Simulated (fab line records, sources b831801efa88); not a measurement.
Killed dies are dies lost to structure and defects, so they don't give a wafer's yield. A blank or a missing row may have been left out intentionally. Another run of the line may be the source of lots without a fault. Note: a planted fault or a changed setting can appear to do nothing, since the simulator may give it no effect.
Matching of chambers	flow sky130	SKY_FIELD_ISO_CVD_24 on hdpcvd-01 has 3 sister chambers
The step deposits SiO2, target thk 595 nm, time 99.2 s. 6 wafers are shown with their chamber, then 9 later ones without.

== WAFERS PAIRED WITH THEIR CHAMBERS ==
wafer	chamber	susceptor temp C (C)	pressure mtorr (mTorr)
L903.3	0	649.67	6.001
L905.5	2	649.73	5.997
L905.6	1	649.76	5.997
L906.1	0	649.53	5.998
L906.4	2	650.21	5.987
L906.6	1	650.15	5.975

== WAFERS WITHOUT THEIR CHAMBER ==
wafer	susceptor temp C (C)	pressure mtorr (mTorr)
L907.1	649.95	6.002
L907.5	649.33	5.991
L907.6	650.32	6.015
L908.2	649.89	5.991
L908.3	650.25	6.026
L908.5	650.00	6.003
L915.3	650.05	6.000
L917.1	650.20	5.992
L917.5	649.78	5.993

== WHICH CHAMBER EACH ONE RAN IN ==
wafer	from the rows above	in truth
L907.1	can't be placed: 2 or 0 or 1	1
L907.5	can't be placed: 0 or 1 or 2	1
L907.6	can't be placed: 2 or 0 or 1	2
L908.2	can't be placed: 2 or 1 or 0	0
L908.3	can't be placed: 2 or 0 or 1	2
L908.5	can't be placed: 2 or 0 or 1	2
L915.3	can't be placed: 2 or 1 or 0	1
L917.1	can't be placed: 2 or 1 or 0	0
L917.5	can't be placed: 2 or 0 or 1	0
Placed correctly: 0 of 9. Cannot be placed on the basis of these rows: 9; the candidates contain the true chamber in 9. 0 placed wrongly.
How it was worked out, from the rows above alone: a wafer's distance from a chamber is the root of the sum, over the readings, of the square of ((its reading less the chamber's mean) divided by the reading's scatter). If the next closest chamber is less than 2 further off than the closest, the wafer can't be placed; otherwise it belongs to the closest. For every chamber, the mean is computed from those of its wafers that are shown. The scatter: the root of (the sum of the squares of (reading less its chamber's mean) over the shown wafers, divided by (wafers less chambers)).
